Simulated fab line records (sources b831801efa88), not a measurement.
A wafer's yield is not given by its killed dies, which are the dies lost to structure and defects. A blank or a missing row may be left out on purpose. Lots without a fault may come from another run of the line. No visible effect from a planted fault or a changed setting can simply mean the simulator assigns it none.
A single fault, viewed from 2 desks    flow gf180mcu    each desk holds nothing but its own numbers, with what lay behind them at the end

## TOOL OWNER'S DESK, implanter-02
The tool's own readings at GF_HV_LDD_IMPLANT_33: means of the sampled wafers that have a number, for each lot that ran on this tool. Any lot whose mean is over 4 standard deviations away from the usual mean is out of limits and marked OUT; that distance is given in the brackets.
Columns: A = dose ions cm2 at GF_HV_LDD_IMPLANT_33, usual 7.5e+12; B = faraday current uA at GF_HV_LDD_IMPLANT_33, usual 42.4; C = rotation deg at GF_HV_LDD_IMPLANT_33, usual -0.002 degrees
lot   first seen here  A                          B              C
L801  day 11 06:29     7.5e+12                    42.1           -0.011
L804  day 12 22:17     7.5e+12                    41.5           0.017
L811  day 15 06:50     7.3e+11 (-99 or more) OUT  4.3 (-42) OUT  -0.020
L813  day 15 17:00     7.5e+11 (-99 or more) OUT  4.2 (-42) OUT  0.001
L814  day 15 19:14     7.5e+11 (-99 or more) OUT  4.2 (-42) OUT  0.020
L823  day 18 17:26     7.5e+12                    42.6           -0.004
This desk's verdict: out of limits on L811, L813, L814, starting with L811 at day 15 06:50 (dose ions cm2 at GF_HV_LDD_IMPLANT_33). L801, L804, L823: within limits.

## FROM THE METROLOGY DESK
Lot by lot, what the gauges showed, no matter which tool ran the lot: averages of those sampled wafers that carry a number. Any lot whose mean is over 4 standard deviations away from the usual mean is out of limits and marked OUT; that distance is given in the brackets.
Columns: A = HV_LDD_3_TW at GF_HV_LDD_TW_MEAS_38, usual 1434; B = HV_LDD_RS at GF_HV_LDD_RS_MEAS_53, usual 418.3 ohm/sq; C = V3_BOW at GF_V3_BOW_MEAS_05, usual 116 um
lot   first seen here  A                B                C
L801  day 11 07:09     1408             420.0            110
L803  day 11 21:44     1435             419.4            117
L805  day 12 22:01     1408             417.4            126
L804  day 12 22:56     1445             418.6            129
L811  day 15 07:58     1314 (-8.6) OUT  437.0 (+21) OUT  112
L813  day 15 17:42     1334 (-7.2) OUT  438.3 (+22) OUT  121
L814  day 15 19:53     1306 (-9.1) OUT  436.4 (+20) OUT  113
L817  day 17 00:22     1445             419.0            109
L821  day 18 05:52     1435             417.8            113
L823  day 18 18:07     1433             417.9            118
L824  day 19 01:49     1420             418.5            125
This desk finds L811, L813, L814 out of limits, with the earliest case on L811 at day 15 07:58 (HV_LDD_3_TW at GF_HV_LDD_TW_MEAS_38). L801, L803, L805, L804, L817, L821, L823, L824: within limits.

## ALL TOGETHER
The tool owner's desk had the chance to raise an alarm at day 15 06:50 on L811, L813, L814.
Metrology desk: alarm possible at day 15 07:58 on L811, L813, L814.
GF_HV_LDD_IMPLANT_33 was run on implanter-02 by each of the lots named.

## WHAT THE SIMULATOR PUT IN
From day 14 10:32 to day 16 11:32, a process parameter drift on implanter-02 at GF_HV_LDD_IMPLANT_33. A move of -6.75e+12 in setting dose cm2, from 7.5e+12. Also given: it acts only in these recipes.
Struck lots among those shown: L811, L813, L814.
Hours from the fault's start to each desk's first reading out of limits: the tool owner's desk, 20; the metrology desk, 21.
